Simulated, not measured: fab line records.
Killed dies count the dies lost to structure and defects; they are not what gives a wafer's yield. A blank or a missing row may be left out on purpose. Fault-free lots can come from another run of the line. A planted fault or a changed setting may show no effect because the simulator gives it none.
Which tool was responsible? ; flow sky130 ; Sampling: 13 lots, 36 wafers, 2 of 708 route steps

## WHAT THE GAUGES SHOWED, per wafer
SKY_LDD_HVN_OVL_MEAS_07.
lot;measured;on;LDD_HVN_OVL (nm)
L750;day 20 05:05;overlay-02;-0.3 0.2 -0.6
L752;day 21 04:32;overlay-02;2.0 0.9 3.4
L753;day 21 08:39;overlay-02;0.8 0.7 -0.3
L755;day 22 00:43;overlay-02;0.1 0.2 -1.2
L757;day 23 03:56;overlay-02;0.7 2.4 0.6
L759;day 23 15:50;overlay-01;-2.3 -2.1 -2.6
L760;day 23 23:54;overlay-02;1.1 -0.6 0.2
L761;day 24 07:05;overlay-02;0.0 1.4 0.8
L763;day 25 11:46;overlay-02;0.6 0.1 2.0
L765;day 25 18:14;overlay-01;-0.5 -1.4 0.6
L766;day 26 01:22;overlay-01;0.9 0.6
L767;day 26 13:11;overlay-02;-1.2 1.9
L768;day 27 03:52;overlay-01;2.2 1.0

SKY_LDD_HVP_OVL_MEAS_07.
lot;measured;on;LDD_HVP_OVL (nm)
L750;day 21 11:44;overlay-01;2.3 0.8 2.6
L752;day 22 11:27;overlay-02;0.5 -1.8 -2.4
L753;day 22 15:38;overlay-02;0.1 -0.5 -2.5
L755;day 23 07:32;overlay-02;0.5 0.2 0.6
L757;day 24 09:50;overlay-01;-0.2 0.4 -0.5
L759;day 24 20:59;overlay-02;-1.0 -1.4 -0.7
L760;day 25 05:38;overlay-01;0.0 -0.3 -0.5
L761;day 25 12:20;overlay-02;1.1 0.6 1.1
L763;day 26 17:08;overlay-01;-2.2 -2.0 -0.7
L765;day 26 23:56;overlay-01;-1.5 -0.4 -1.8
L766;day 27 07:15;overlay-02;2.1 4.2
L767;day 27 19:08;overlay-01;-0.6 -1.9
L768;day 28 08:56;overlay-02;0.6 1.0

## WHAT TOOL EACH LOT RAN ON (gives the tool, then ch and the chambers of the sampled wafers, and finally the start)
No process step before these readings appears in the record.

## WHAT THE TOOLS THEMSELVES READ (means of the sampled wafers that have a number; where no wafer has one, the mark that the record gives instead)
The record holds no such reading with a usual standard deviation.

## THE ANSWER, worked out from the rows above alone
Rule: the lots themselves supply what counts as usual. Put in order of their means at a reading, lots are off if they are a third of the lots or fewer, leave a main group of 4 or more, and stand apart from it by a gap of 3 or more times the standard deviation of the main group's means; of several such gaps the widest counts. If all means in a main group match to the digits the tables above print for the reading, that group is not used. Also off: a lot with no number at a reading for which 4 or more lots have one. Where the step has rows for the other lots, those lots are counted as sound. The gauges are gone through in route order, then the tools' own readings, and for those a lot's mean is taken as printed above. At the first step where some lot is off, the reading lying furthest off is the one used; lots without a number count as furthest.
Nothing can be told from this: no lot is off at any reading shown.

## WHAT HAD BEEN PUT IN BY THE SIMULATOR
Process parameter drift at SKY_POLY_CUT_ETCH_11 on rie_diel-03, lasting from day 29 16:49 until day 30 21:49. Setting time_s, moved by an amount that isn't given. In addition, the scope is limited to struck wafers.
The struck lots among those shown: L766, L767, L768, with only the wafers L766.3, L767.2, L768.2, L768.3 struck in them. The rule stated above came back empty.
